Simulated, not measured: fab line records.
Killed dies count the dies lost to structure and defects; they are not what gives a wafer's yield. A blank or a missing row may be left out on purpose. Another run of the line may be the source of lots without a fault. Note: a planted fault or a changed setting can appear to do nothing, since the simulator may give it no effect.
Check of tool commonality + flow gf180mcu + 11 lots and 36 wafers in the sample

WHAT PROMPTED THE OPENING
Of 11 lots, 1 have the reading HV_LDD_4_TW flagged at GF_HV_LDD_TW_MEAS_50. Wafers without a fault read 566, standard deviation 5.5.
Rule: a lot is flagged in two cases, either no wafer of it has a number, or all its wafers with numbers fall more than 4 standard deviations from that mean. The rest of the lots are taken to be sound.

| lot  | measured     | on            | HV_LDD_4_TW, wafer by wafer | flag    |
|------|--------------|---------------|-----------------------------|---------|
| L337 | day 13 11:43 | film_metro-04 | 570 572 569                 |         |
| L338 | day 13 12:55 | film_metro-01 | 571 571 572                 |         |
| L341 | day 14 12:37 | film_metro-01 | 578 571 574                 |         |
| L345 | day 15 18:22 | film_metro-04 | 571 567 568                 |         |
| L348 | day 17 08:37 | film_metro-04 | 566 568 569                 |         |
| L350 | day 17 15:08 | film_metro-01 | 30 30 30 30 30 30           | FLAGGED |
| L354 | day 18 15:17 | film_metro-01 | 570 568 570                 |         |
| L355 | day 19 11:13 | film_metro-01 | 569 565 566                 |         |
| L356 | day 19 14:14 | film_metro-01 | 571 567 565                 |         |
| L357 | day 19 16:54 | film_metro-04 | 568 571 571                 |         |
| L358 | day 20 11:28 | film_metro-02 | 554 557 555                 |         |
The numbers of the flagged lots are 30 on average: -536 against the usual, or -97 standard deviations.

TOOL THAT RAN EACH LOT
Before the reading, the record contains 3 process steps out of a 602-step route. Every cell lists first the tool, next ch and the chambers used by the sampled wafers, and last the start.
| lot  | flag    | GF_POLY_GATE_STRIP_14                | GF_HV_LDD_EXPOSE_43                 | GF_HV_LDD_STRIP_49                   |
|------|---------|--------------------------------------|-------------------------------------|--------------------------------------|
| L337 |         | plasma_asher-01 ch 0,1, day 9 21:04  | iline_stepper-02 ch 0, day 13 00:40 | plasma_asher-04 ch 0,1, day 13 11:37 |
| L338 |         | plasma_asher-02 ch 0,1, day 10 03:34 | iline_stepper-02 ch 0, day 13 01:55 | plasma_asher-01 ch 0,1, day 13 12:49 |
| L341 |         | plasma_asher-03 ch 0,1, day 11 04:01 | iline_stepper-01 ch 0, day 14 02:00 | plasma_asher-01 ch 0,1, day 14 12:31 |
| L345 |         | plasma_asher-03 ch 0,1, day 12 06:42 | iline_stepper-02 ch 0, day 15 07:32 | plasma_asher-03 ch 0,1, day 15 18:16 |
| L348 |         | plasma_asher-02 ch 0,1, day 13 15:07 | iline_stepper-02 ch 0, day 16 20:35 | plasma_asher-01 ch 0,1, day 17 08:31 |
| L350 | FLAGGED | plasma_asher-01 ch 0,1, day 13 19:01 | iline_stepper-01 ch 0, day 17 03:57 | plasma_asher-04 ch 0,1, day 17 15:01 |
| L354 |         | plasma_asher-02 ch 0,1, day 14 18:26 | iline_stepper-02 ch 0, day 18 03:48 | plasma_asher-03 ch 0,1, day 18 15:11 |
| L355 |         | plasma_asher-01 ch 0,1, day 15 11:05 | iline_stepper-01 ch 0, day 18 21:47 | plasma_asher-01 ch 0,1, day 19 11:07 |
| L356 |         | plasma_asher-02 ch 0,1, day 15 13:42 | iline_stepper-02 ch 0, day 19 01:01 | plasma_asher-04 ch 0,1, day 19 14:08 |
| L357 |         | plasma_asher-03 ch 0,1, day 15 17:12 | iline_stepper-01 ch 0, day 19 04:45 | plasma_asher-01 ch 0,1, day 19 16:49 |
| L358 |         | plasma_asher-02 ch 0,1, day 16 08:34 | iline_stepper-02 ch 0, day 19 22:26 | plasma_asher-04 ch 1, day 20 11:22   |
What these steps do:
- GF_POLY_GATE_STRIP_14: strips in O2/N2.
- GF_HV_LDD_EXPOSE_43: exposes mask Pplus HV AREA, target cd 400 nm.
- GF_HV_LDD_STRIP_49: strips in O2/N2.
- GF_HV_LDD_TW_MEAS_50

FLAGGED OVER TOTAL, TOOL BY TOOL (the gauges that took the reading come last)
| step                  | tool             | lots run | flagged | share of the flagged lots | sound lots run after its first flagged lot |
|-----------------------|------------------|----------|---------|---------------------------|--------------------------------------------|
| GF_POLY_GATE_STRIP_14 | plasma_asher-01  | 3        | 1       | all                       | 1 (L355)                                   |
| GF_POLY_GATE_STRIP_14 | plasma_asher-02  | 5        | 0       | none                      | -                                          |
| GF_POLY_GATE_STRIP_14 | plasma_asher-03  | 3        | 0       | none                      | -                                          |
| GF_HV_LDD_EXPOSE_43   | iline_stepper-01 | 4        | 1       | all                       | 2 (L355,L357)                              |
| GF_HV_LDD_EXPOSE_43   | iline_stepper-02 | 7        | 0       | none                      | -                                          |
| GF_HV_LDD_STRIP_49    | plasma_asher-01  | 5        | 0       | none                      | -                                          |
| GF_HV_LDD_STRIP_49    | plasma_asher-03  | 2        | 0       | none                      | -                                          |
| GF_HV_LDD_STRIP_49    | plasma_asher-04  | 4        | 1       | all                       | 2 (L356,L358)                              |
| GF_HV_LDD_TW_MEAS_50  | film_metro-01    | 6        | 1       | all                       | 3 (L354,L355,L356)                         |
| GF_HV_LDD_TW_MEAS_50  | film_metro-02    | 1        | 0       | none                      | -                                          |
| GF_HV_LDD_TW_MEAS_50  | film_metro-04    | 4        | 0       | none                      | -                                          |

WHAT THE TABLE PERMITS
4 rows of the table ran every flagged lot: plasma_asher-01 at GF_POLY_GATE_STRIP_14, iline_stepper-01 at GF_HV_LDD_EXPOSE_43, plasma_asher-04 at GF_HV_LDD_STRIP_49, film_metro-01 at GF_HV_LDD_TW_MEAS_50.
- plasma_asher-01 at GF_POLY_GATE_STRIP_14 ran 3 lots, 1 of them flagged. After the first flagged lot (L355), sound lots still ran on it; a lasting fault on the whole tool would not permit that.
- iline_stepper-01 at GF_HV_LDD_EXPOSE_43 ran 4 lots, 1 of them flagged. After the first flagged lot (L355, L357), sound lots still ran on it; a lasting fault on the whole tool would not permit that.
- plasma_asher-04 at GF_HV_LDD_STRIP_49 ran 4 lots, 1 of them flagged. After the first flagged lot (L356, L358), sound lots still ran on it; a lasting fault on the whole tool would not permit that.
- film_metro-01 at GF_HV_LDD_TW_MEAS_50 ran 6 lots, 1 of them flagged. After the first flagged lot (L354, L355, L356), sound lots still ran on it; a lasting fault on the whole tool would not permit that.
Not one row of the table ran every flagged lot while running no sound lot after the first.

WHAT THE SIMULATOR PUT IN
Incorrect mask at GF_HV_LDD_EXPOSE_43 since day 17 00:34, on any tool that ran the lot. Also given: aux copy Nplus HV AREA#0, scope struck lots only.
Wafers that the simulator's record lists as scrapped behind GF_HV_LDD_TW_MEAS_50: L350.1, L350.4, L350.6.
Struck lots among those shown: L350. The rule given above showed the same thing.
